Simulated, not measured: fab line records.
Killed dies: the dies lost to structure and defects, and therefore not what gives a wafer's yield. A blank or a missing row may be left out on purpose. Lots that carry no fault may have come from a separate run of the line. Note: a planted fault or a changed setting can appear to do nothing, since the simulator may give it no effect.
Matching of chambers    flow sfq-line    4 sister chambers for SFQ_TRILAYER_I0_CMP_CMP_028 on cmp-02
The step polishes SiO2. 4 wafers are shown with their chamber, then 9 later ones without.

## WAFERS PAIRED WITH THEIR CHAMBERS
wafer   chamber  motor-current-A (A)
L787.6  3        7.7
L800.1  2        9.9
L800.2  1        11.2
L800.4  0        11.0

## WAFERS WHOSE CHAMBER IS MISSING
wafer   motor-current-A (A)
L801.3  7.7
L801.2  9.8
L801.5  7.4
L804.3  11.2
L804.5  7.8
L804.6  9.7
L805.2  10.2
L805.3  7.9
L805.6  9.9

## WHICH CHAMBER EACH WENT THROUGH
wafer    from the rows above       in truth
L801.3   3                         3
L801.2   2                         2
L801.5   3                         3
L804.3   can't be placed: 1 or 0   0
L804.5   3                         3
L804.6   2                         2
L805.2   2                         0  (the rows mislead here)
L805.3   3                         3
L805.6   2                         2
7 of 9 placed correctly. These rows do not allow placing 1 (true chamber among the candidates in 1). 1 placed wrongly.
How it was worked out, from the rows above alone: a wafer's distance from a chamber is the root of the sum, over the readings, of the square of ((its reading less the chamber's mean) divided by the reading's scatter). The wafer belongs to the nearest chamber; if the next one is less than 2 further off, it can't be placed. For every chamber, the mean is computed from those of its wafers that are shown. The scatter: root of mean squared gap, hidden wafer to nearest shown wafer, with one shown wafer a chamber.
